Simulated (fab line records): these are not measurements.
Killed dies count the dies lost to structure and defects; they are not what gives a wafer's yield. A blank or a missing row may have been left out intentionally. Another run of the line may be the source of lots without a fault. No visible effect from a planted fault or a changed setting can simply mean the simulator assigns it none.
fab line records    flow gf180mcu
[record] lots = 12  wafers = 36  lastDay = 34
route steps=602 shown POLY_GATE@157 SALICIDE@281 M1@318 V1@356
lots untouched by any fault: they come from a run of this same line in which no faults occurred
startH: hours from the record's opening day to when the first of the lot's shown wafers began    waitH: hours elapsed since this lot's preceding step    " as in the row above    L1.1+2: a single row standing in for several wafers    - value missing, or start not given    * or withheld: withheld    < > ~ a bound
route shown NAME@n: a module of which the file shows steps, and the number in the route of the first    usual: mean and standard deviation over wafers with no fault    same: alike in all rows    chamber/n: place in a boat    sites: readings site by site    _std_site: standard deviation of those values    _edge_site: the outer-site mean with the inner-site mean subtracted    radiusMm: how far each site lies from the wafer's centre    mask NAME#n: copy n    behind: the tool/chamber that last shaped the wafer    hold: cause of the lot's hold/its duration in hours/its outcome    device: whichever transistor did not switch (one of n, p or np)    end of line: tests of these same wafers at the route's end    for a step that has no rows: nothing shown but its recipe    killed: dies that structure and defects cost at the first sort, which is not the same as the wafer's yield    map: a wafer's dies, x killed, . not, _ none there
set.NAME: the setting that was run; set.NAME@STEP: the one run at that earlier step    model.NAME: the simulator's own value behind a step, which no gauge read
the route's steps for a sample of lots (tables are steps, rows are wafers)
services: a tool's chamber out of use, with start hour (startH, from the record's first day; less than 0 if before it), hours out, and reason
[[steps]]
[step GF_POLY_GATE_CVD_00]
[recipe] material = poly-Si  targetThkNm = 200  tempC = 620  timeS = 1200  pressureMtorr = 200
[usual] pressureMtorr = 200.0/0.38
lot.wafer  tool      chamber  startH  waitH  pressureMtorr
L340.2     lpcvd-02  0        195.39  0.0    200.4
L340.3     "         0        "       "      199.8
L340.6     "         0        "       "      200.4
L341.2     lpcvd-01  0        199.34  0.0    199.7
L341.3     "         0        "       "      200.1
L341.5     "         0        "       "      200.2
L342.3     lpcvd-01  0        205.63  0.0    199.7
L342.5     "         0        "       "      200.5
L342.6     "         0        "       "      199.9
L343.2     lpcvd-02  0        213.57  0.0    200.3
L343.3     "         0        "       "      200.3
L343.4     "         0        "       "      199.7
L345.2     lpcvd-02  1        231.19  0.0    199.7
L345.4     "         1        "       "      199.6
L345.6     "         1        "       "      200.0
L347.1     lpcvd-02  1        242.23  0.0    159.8
L347.3     "         1        "       "      159.0
L347.5     "         1        "       "      160.0
L348.1     lpcvd-02  1        253.19  0.2    161.2
L348.3     "         1        "       "      160.3
L348.6     "         1        "       "      160.3
L349.1     lpcvd-02  0        257.26  0.0    160.3
L349.2     "         0        "       "      160.5
L349.4     "         0        "       "      160.2
L358.2     lpcvd-02  1        318.73  0.0    199.3
L358.3     "         1        "       "      200.0
L358.4     "         1        "       "      199.7
L359.2     lpcvd-01  0        324.52  0.0    200.2
L359.4     "         0        "       "      200.1
L359.6     "         0        "       "      199.7
L360.2     lpcvd-01  0        335.02  0.0    199.7
L360.3     "         0        "       "      200.0
L360.5     "         0        "       "      199.3
L361.1     lpcvd-02  1        337.48  0.9    200.0
L361.3     "         1        "       "      200.2
L361.6     "         1        "       "      199.9
[step GF_POLY_GATE_THK_MEAS_01]
[recipe] reads = poly-Si_of_POLY_GATE_CVD_00
[usual] POLY_GATE_CVD_00_THK = 199.8/2.7
lot.wafer  tool          chamber  startH  waitH  POLY_GATE_CVD_00_THK[nm]
L340.2     filmMetro-02  -        196.73  0.0    204.3
L340.3     "             -        "       "      205.1
L340.6     "             -        "       "      204.2
L341.2     filmMetro-01  -        200.68  0.0    201.6
L341.3     "             -        "       "      203.4
L341.5     "             -        "       "      202.6
L342.3     filmMetro-02  -        206.98  0.0    200.1
L342.5     "             -        "       "      202.6
L342.6     "             -        "       "      201.8
L343.2     filmMetro-02  -        214.92  0.0    197.5
L343.3     "             -        "       "      199.5
L343.4     "             -        "       "      197.5
L345.2     filmMetro-02  -        232.53  0.0    201.3
L345.4     "             -        "       "      200.4
L345.6     "             -        "       "      199.8
L347.1     filmMetro-01  -        243.56  0.0    179.5
L347.3     "             -        "       "      180.7
L347.5     "             -        "       "      180.4
L348.1     filmMetro-04  -        254.52  0.0    175.9
L348.3     "             -        "       "      178.8
L348.6     "             -        "       "      177.6
L349.1     filmMetro-01  -        258.59  0.0    178.6
L349.2     "             -        "       "      180.6
L349.4     "             -        "       "      178.7
L358.2     filmMetro-01  -        320.08  0.0    198.8
L358.3     "             -        "       "      199.1
L358.4     "             -        "       "      199.2
L359.2     filmMetro-04  -        325.86  0.0    202.9
L359.4     "             -        "       "      202.7
L359.6     "             -        "       "      200.9
L360.2     filmMetro-01  -        336.36  0.0    203.1
L360.3     "             -        "       "      205.5
L360.5     "             -        "       "      203.3
L361.1     filmMetro-04  -        338.82  0.0    202.8
L361.3     "             -        "       "      200.6
L361.6     "             -        "       "      200.8
[step GF_POLY_GATE_ETCH_13]
[recipe] target = poly-Si  targetDepthNm = 198.5  stopOn = SiO2  overEtchFrac = 0.403  chemistry = HBr/Cl2  icpW = 400  biasW = 100  pressureMtorr = 10  HBr_flow_sccm = 150  Cl2_flow_sccm = 50  timeS = 69.6
[usual] drypumpMotorCurrentA = 5.88/0.3  oesProductAu = 0.985/0.0077  throttleValvePct = 33.684/0.0082
[same] overEtchFrac = 0.403
lot.wafer  tool      chamber  startH  waitH  drypumpMotorCurrentA  oesProductAu  rfHoursCounterH  throttleValvePct
L340.2     rieSi-01  3        214.10  -      5.91                  0.977         6                33.694
L340.3     "         1        "       "      5.71                  0.980         4                33.684
L340.6     "         0        "       "      5.93                  0.995         -                33.678
L341.2     rieSi-01  3        218.30  -      5.92                  0.989         6                33.674
L341.3     "         0        "       "      5.90                  0.997         23               33.685
L341.5     "         0        "       "      5.90                  0.998         -                33.698
L342.3     rieSi-01  0        223.90  -      5.89                  0.981         23               33.685
L342.5     "         3        "       "      5.91                  0.991         -                33.690
L342.6     "         2        "       "      6.47                  0.989         -                33.683
L343.2     rieSi-02  3        233.25  -      5.47                  0.969         0                33.687
L343.3     "         2        "       "      6.08                  0.992         11               33.679
L343.4     "         0        "       "      5.72                  0.986         77               33.689
L345.2     rieSi-01  1        250.80  -      5.73                  0.987         5                33.675
L345.4     "         2        "       "      6.47                  0.990         4                33.679
L345.6     "         3        "       "      5.87                  0.970         -                33.678
L347.1     rieSi-01  1        262.30  -      5.68                  0.929         5                33.685
L347.3     "         3        "       "      5.91                  0.931         6                33.680
L347.5     "         0        "       "      5.92                  0.933         -                33.685
L348.1     rieSi-01  0        273.75  -      5.92                  0.917         24               33.692
L348.3     "         2        "       "      6.49                  0.924         4                33.692
L348.6     "         3        "       "      5.92                  0.923         -                33.678
L349.1     rieSi-02  2        277.85  -      6.03                  0.922         11               33.695
L349.2     "         1        "       "      5.61                  0.925         2                33.692
L349.4     "         3        "       "      5.44                  0.928         1                33.688
L358.2     rieSi-02  3        342.04  -      5.43                  0.973         1                33.676
L358.3     "         2        "       "      6.05                  0.995         12               33.685
L358.4     "         1        "       "      5.61                  0.999         3                33.683
L359.2     rieSi-02  2        347.36  -      6.07                  0.993         12               33.684
L359.4     "         0        "       "      5.72                  0.992         79               33.672
L359.6     "         1        "       "      5.60                  0.992         -                33.682
L360.2     rieSi-01  1        358.40  -      5.69                  0.983         6                33.682
L360.3     "         0        "       "      5.92                  0.981         25               33.681
L360.5     "         1        "       "      5.69                  0.986         -                33.693
L361.1     rieSi-02  3        361.01  -      5.47                  0.991         2                33.679
L361.3     "         2        "       "      6.03                  0.989         12               33.676
L361.6     "         0        "       "      5.75                  0.978         -                33.683
[step GF_SALICIDE_SPUTTER_03]
[recipe] material = TiN  targetThkNm = 20  powerW = 6645  timeS = 16.7  chamberPressurePa = 0.4
[usual] throttleValvePct = 30.3/0.82
lot.wafer  tool           chamber  startH  waitH  throttleValvePct
L340.2     pvdSputter-04  -        358.48  0.0    30.7
L340.3     "              -        "       "      29.2
L340.6     "              -        "       "      30.7
L341.2     pvdSputter-01  -        367.07  0.0    30.8
L341.3     "              -        "       "      31.4
L341.5     "              -        "       "      28.8
L342.3     pvdSputter-04  -        375.19  0.0    30.3
L342.5     "              -        "       "      30.5
L342.6     "              -        "       "      30.5
L343.2     pvdSputter-01  -        387.11  0.0    29.0
L343.3     "              -        "       "      29.4
L343.4     "              -        "       "      30.7
L345.2     pvdSputter-03  -        409.76  0.0    29.3
L345.4     "              -        "       "      30.7
L345.6     "              -        "       "      30.5
L347.1     pvdSputter-01  -        420.97  0.0    31.5
L347.3     "              -        "       "      31.1
L347.5     "              -        "       "      31.3
L348.1     pvdSputter-03  -        433.46  0.0    30.7
L348.3     "              -        "       "      30.7
L348.6     "              -        "       "      30.7
L349.1     pvdSputter-04  -        441.41  0.0    30.5
L349.2     "              -        "       "      31.0
L349.4     "              -        "       "      29.2
L358.2     pvdSputter-01  -        512.89  0.0    29.0
L358.3     "              -        "       "      31.7
L358.4     "              -        "       "      30.8
L359.2     pvdSputter-01  -        519.52  0.0    29.1
L359.4     "              -        "       "      31.3
L359.6     "              -        "       "      31.3
L360.2     pvdSputter-03  -        529.03  0.0    30.4
L360.3     "              -        "       "      30.6
L360.5     "              -        "       "      29.5
L361.1     pvdSputter-01  -        534.92  0.0    30.9
L361.3     "              -        "       "      29.1
L361.6     "              -        "       "      31.4
[step GF_M1_SPUTTER_03]
[recipe] material = Ti  targetThkNm = 10  substrateTempC = 300  chamberPressurePa = 0.3  powerW = 3000  timeS = 6.7
[usual] throttleValvePct = 29.7/1.2
lot.wafer  tool           chamber  startH  waitH  throttleValvePct
L340.2     pvdSputter-01  -        383.55  0.0    29.4
L340.3     "              -        "       "      31.5
L340.6     "              -        "       "      29.0
L341.2     pvdSputter-01  -        392.03  0.0    29.5
L341.3     "              -        "       "      28.9
L341.5     "              -        "       "      30.9
L342.3     pvdSputter-01  -        400.51  0.0    31.1
L342.5     "              -        "       "      31.2
L342.6     "              -        "       "      28.8
L343.2     pvdSputter-04  -        413.02  0.0    30.6
L343.3     "              -        "       "      30.6
L343.4     "              -        "       "      29.4
L345.2     pvdSputter-02  -        436.91  0.0    27.7
L345.4     "              -        "       "      30.9
L345.6     "              -        "       "      29.9
L347.1     pvdSputter-04  -        447.87  0.0    30.7
L347.3     "              -        "       "      29.2
L347.5     "              -        "       "      30.3
L348.1     pvdSputter-02  -        460.60  0.0    29.6
L348.3     "              -        "       "      31.1
L348.6     "              -        "       "      27.9
L349.1     pvdSputter-04  -        468.17  0.0    30.3
L349.2     "              -        "       "      29.1
L349.4     "              -        "       "      30.5
L358.2     pvdSputter-01  -        539.32  0.0    31.3
L358.3     "              -        "       "      31.0
L358.4     "              -        "       "      29.6
L359.2     pvdSputter-02  -        545.67  0.0    31.0
L359.4     "              -        "       "      29.7
L359.6     "              -        "       "      30.8
L360.2     pvdSputter-02  -        553.33  0.0    31.1
L360.3     "              -        "       "      27.9
L360.5     "              -        "       "      27.9
L361.1     pvdSputter-02  -        559.77  0.0    27.7
L361.3     "              -        "       "      27.8
L361.6     "              -        "       "      29.4
[step GF_V1_SPUTTER_21]
[recipe] material = Ti  targetThkNm = 15  chamberPressurePa = 5  powerW = 2500  substrateTempC = 200  timeS = 80.02
[usual] throttleValvePct = 29.9/1.1
lot.wafer  tool           chamber  startH  waitH  throttleValvePct
L340.2     pvdSputter-04  -        432.75  0.0    30.6
L340.3     "              -        "       "      29.1
L340.6     "              -        "       "      30.4
L341.2     pvdSputter-03  -        441.70  0.0    30.9
L341.3     "              -        "       "      29.5
L341.5     "              -        "       "      30.6
L342.3     pvdSputter-02  -        450.20  0.0    27.8
L342.5     "              -        "       "      30.8
L342.6     "              -        "       "      27.9
L343.2     pvdSputter-04  -        462.57  0.0    30.8
L343.3     "              -        "       "      30.4
L343.4     "              -        "       "      29.5
L345.2     pvdSputter-02  -        487.77  0.0    27.9
L345.4     "              -        "       "      28.0
L345.6     "              -        "       "      27.8
L347.1     pvdSputter-04  -        498.80  0.0    30.6
L347.3     "              -        "       "      29.1
L347.5     "              -        "       "      30.7
L348.1     pvdSputter-04  -        512.05  0.0    29.2
L348.3     "              -        "       "      30.4
L348.6     "              -        "       "      29.0
L349.1     pvdSputter-03  -        518.44  0.0    30.9
L349.2     "              -        "       "      30.9
L349.4     "              -        "       "      29.8
L358.2     pvdSputter-04  -        586.11  0.0    30.3
L358.3     "              -        "       "      29.2
L358.4     "              -        "       "      30.9
L359.2     pvdSputter-03  -        592.33  0.0    31.1
L359.4     "              -        "       "      30.5
L359.6     "              -        "       "      30.8
L360.2     pvdSputter-03  -        600.28  0.0    30.4
L360.3     "              -        "       "      30.7
L360.5     "              -        "       "      29.7
L361.1     pvdSputter-03  -        605.56  0.0    30.9
L361.3     "              -        "       "      30.9
L361.6     "              -        "       "      30.8
[[services]]
tool           chamber  startH  hours  kind
pvdSputter-02  -        190.14  8.0    repair
pvdSputter-04  -        255.23  6.9    repair
rieSi-02       -        271.68  0.3    repair
lpcvd-02       -        283.02  1.8    repair
rieSi-01       0        287.07  5.0    repair
pvdSputter-04  -        298.26  1.3    repair
pvdSputter-02  -        300.30  7.3    repair
pvdSputter-02  -        315.19  7.8    repair
pvdSputter-02  -        351.82  0.6    repair
pvdSputter-01  -        370.32  5.0    repair
rieSi-01       -        371.28  1.1    repair
rieSi-01       -        393.22  4.0    pm
rieSi-01       -        397.75  17.6   repair
pvdSputter-03  -        401.01  2.1    repair
rieSi-01       2        446.88  2.4    repair
rieSi-01       -        457.61  1.8    repair
rieSi-01       3        473.50  5.9    repair
pvdSputter-03  -        484.16  2.4    repair
lpcvd-02       -        528.47  0.8    repair
pvdSputter-02  -        553.64  2.9    repair
pvdSputter-04  -        560.63  0.9    repair
pvdSputter-03  -        577.02  4.0    repair
pvdSputter-01  -        590.01  0.7    repair
rieSi-01       -        603.99  14.6   pm
[[key]]
[firstSign] step = GF_POLY_GATE_CVD_00  reading = pressureMtorr  direction = down  sigmas = 99+  usual = 200.0  struck = 160.2
[effect] step = GF_POLY_GATE_THK_MEAS_01  reading = POLY_GATE_CVD_00_THK  direction = down  sigmas = 7.7  usual = 199.8  struck = 179.0
[effect] step = GF_POLY_GATE_ETCH_13  reading = oesProductAu  direction = down  sigmas = 7.7  usual = 0.985  struck = 0.926
metAt GF_POLY_GATE_CVD_00
struckLots L347,L348,L349
testerLeftOut L347,L348,L349
notActingAt GF_SALICIDE_SPUTTER_03,GF_M1_SPUTTER_03,GF_V1_SPUTTER_21
onsetBetween 231.19 242.23
[fault] kind = processParameterDrift  tool = lpcvd-02  chamber = -  onsetH = 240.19  steps = GF_POLY_GATE_CVD_00  channel = pressureMtorr  offset = -40  shape = step  endH = 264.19  actsIn = theseRecipesOnly  stated = 200
// testerLeftOut: of these lots the tester's yield and bins aren't shown, on N5 and GAA mostly nor the transistor test; their killed dies are dies lost to structure and defects alone, not to doping, threshold or leakage, so they don't give the yield
